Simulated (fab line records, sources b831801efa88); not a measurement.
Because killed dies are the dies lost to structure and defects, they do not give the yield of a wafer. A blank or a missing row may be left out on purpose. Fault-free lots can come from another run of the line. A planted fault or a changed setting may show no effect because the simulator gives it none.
The tool behind it: which one?    flow sky130    39 wafers from 13 lots sampled at 4 of the route's 708 steps

## WHAT EACH GAUGE READ, for each wafer
SKY_CAPM_THK_MEAS_04: measures by xrf. Usual: CAPM_TIN_THK typically reads 201.3 nm, with standard deviation 2.1.
lot   measured      on             CAPM_TIN_THK (nm)  flag
L790  day 37 12:32  film metro-03  201.2 201.3 197.8  
L789  day 37 13:28  film metro-03  201.4 202.1 200.9  
L792  day 38 04:00  film metro-03  204.2 202.1 203.4  
L798  day 39 19:29  film metro-01  202.0 203.7 204.0  
L800  day 40 08:58  film metro-01  199.3 197.3 199.2  
L803  day 41 04:45  film metro-01  202.1 200.8 199.7  
L805  day 41 11:14  film metro-03  201.4 202.7 199.6  
L806  day 41 17:19  film metro-04  202.4 201.2 203.6  
L807  day 42 03:22  film metro-04  202.3 200.4 202.8  
L808  day 42 08:50  film metro-01  200.4 202.4 201.9  
L809  day 42 16:49  film metro-04  204.4 204.0 205.3  
L810  day 43 00:16  film metro-04  198.7 200.7 199.3  
L811  day 43 07:40  film metro-04  201.7 199.4 201.4  

SKY_METAL3_CD_MEAS_13: target cd 300 nm. Usual: cd nm at 299.7 nm, with a standard deviation of 1.1.
lot   measured      on         cd nm (nm)         flag
L790  day 39 13:46  cd sem-01  299.2 298.3 298.3  
L789  day 39 16:11  cd sem-01  299.8 299.1 300.2  
L792  day 40 05:56  cd sem-02  300.1 298.8 298.4  
L798  day 41 20:31  cd sem-02  301.2 300.7 301.2  
L800  day 42 08:58  cd sem-02  300.5 300.3 300.9  
L803  day 43 04:30  cd sem-01  299.7 299.2 299.5  
L805  day 43 10:35  cd sem-01  300.9 299.9 300.0  
L806  day 43 16:39  cd sem-01  301.0 299.2 301.5  
L807  day 44 00:49  cd sem-01  297.5 298.4 298.0  
L808  day 44 07:59  cd sem-02  296.8 298.3 297.8  
L809  day 44 15:22  cd sem-02  299.7 299.2 299.1  
L810  day 44 21:43  cd sem-02  301.7 300.9 299.2  
L811  day 45 05:12  cd sem-02  299.4 300.1 301.7  

## TOOL THAT RAN EACH LOT (tool first, then ch and the chambers of the sampled wafers, then the start)
lot   SKY_METAL3_SPUTTER_00         SKY_METAL3_SPUTTER_02
L790  pvd sputter-02, day 37 12:04  pvd sputter-02, day 37 12:07
L789  pvd sputter-02, day 37 12:59  pvd sputter-02, day 37 13:02
L792  pvd sputter-02, day 38 03:32  pvd sputter-02, day 38 03:35
L798  pvd sputter-03, day 39 19:01  pvd sputter-03, day 39 19:04
L800  pvd sputter-04, day 40 08:29  pvd sputter-04, day 40 08:32
L803  pvd sputter-02, day 41 04:17  pvd sputter-02, day 41 04:20
L805  pvd sputter-02, day 41 10:46  pvd sputter-02, day 41 10:49
L806  pvd sputter-02, day 41 16:50  pvd sputter-02, day 41 16:53
L807  pvd sputter-02, day 42 02:52  pvd sputter-02, day 42 02:55
L808  pvd sputter-02, day 42 08:21  pvd sputter-02, day 42 08:24
L809  pvd sputter-04, day 42 16:21  pvd sputter-04, day 42 16:24
L810  pvd sputter-02, day 42 23:47  pvd sputter-02, day 42 23:50
L811  pvd sputter-04, day 43 07:13  pvd sputter-04, day 43 07:16
- SKY_METAL3_SPUTTER_00: material Ti, target thk 15 nm, time 10 s.
- SKY_METAL3_SPUTTER_02: material AlCu, target thk 735 nm, time 39.1 s.

## WHAT THE TOOLS THEMSELVES READ (means of the sampled wafers that have a number; where no wafer has one, the mark that the record gives instead)
SKY_METAL3_SPUTTER_00. Usual: throttle valve pct at 30.4 %, with a standard deviation of 1.3.
lot   tool            throttle valve pct (%)  flag
L790  pvd sputter-02  30.9                    
L789  pvd sputter-02  31.1                    
L792  pvd sputter-02  30.4                    
L798  pvd sputter-03  30.5                    
L800  pvd sputter-04  29.9                    
L803  pvd sputter-02  31.2                    
L805  pvd sputter-02  30.3                    
L806  pvd sputter-02  30.4                    
L807  pvd sputter-02  30.2                    
L808  pvd sputter-02  30.2                    
L809  pvd sputter-04  30.0                    
L810  pvd sputter-02  31.0                    
L811  pvd sputter-04  30.4                    

SKY_METAL3_SPUTTER_02. Usual: throttle valve pct at 30.5 %, with a standard deviation of 1.3.
lot   tool            throttle valve pct (%)  flag
L790  pvd sputter-02  30.9                    
L789  pvd sputter-02  31.3                    
L792  pvd sputter-02  30.4                    
L798  pvd sputter-03  30.7                    
L800  pvd sputter-04  30.0                    
L803  pvd sputter-02  31.1                    
L805  pvd sputter-02  30.4                    
L806  pvd sputter-02  30.3                    
L807  pvd sputter-02  30.3                    
L808  pvd sputter-02  30.3                    
L809  pvd sputter-04  29.9                    
L810  pvd sputter-02  31.0                    
L811  pvd sputter-04  30.5                    

## THE ANSWER, worked out from the rows above alone
Rule: take the mean of a lot's wafers that have a number; if it is more than 3 standard deviations from the usual mean, the lot is off. Also off: a lot with no number at a reading for which 4 or more lots have one. The other lots that the step has rows for count as sound. After the gauges, taken in route order, come the tools' own readings; for these a lot's mean is taken, as printed above. At the first step where some lot is off, the reading lying furthest off is the one used; lots without a number count as furthest.
Nothing can be told from this: no lot is off at any reading shown.

## WHAT THE SIMULATOR PUT IN
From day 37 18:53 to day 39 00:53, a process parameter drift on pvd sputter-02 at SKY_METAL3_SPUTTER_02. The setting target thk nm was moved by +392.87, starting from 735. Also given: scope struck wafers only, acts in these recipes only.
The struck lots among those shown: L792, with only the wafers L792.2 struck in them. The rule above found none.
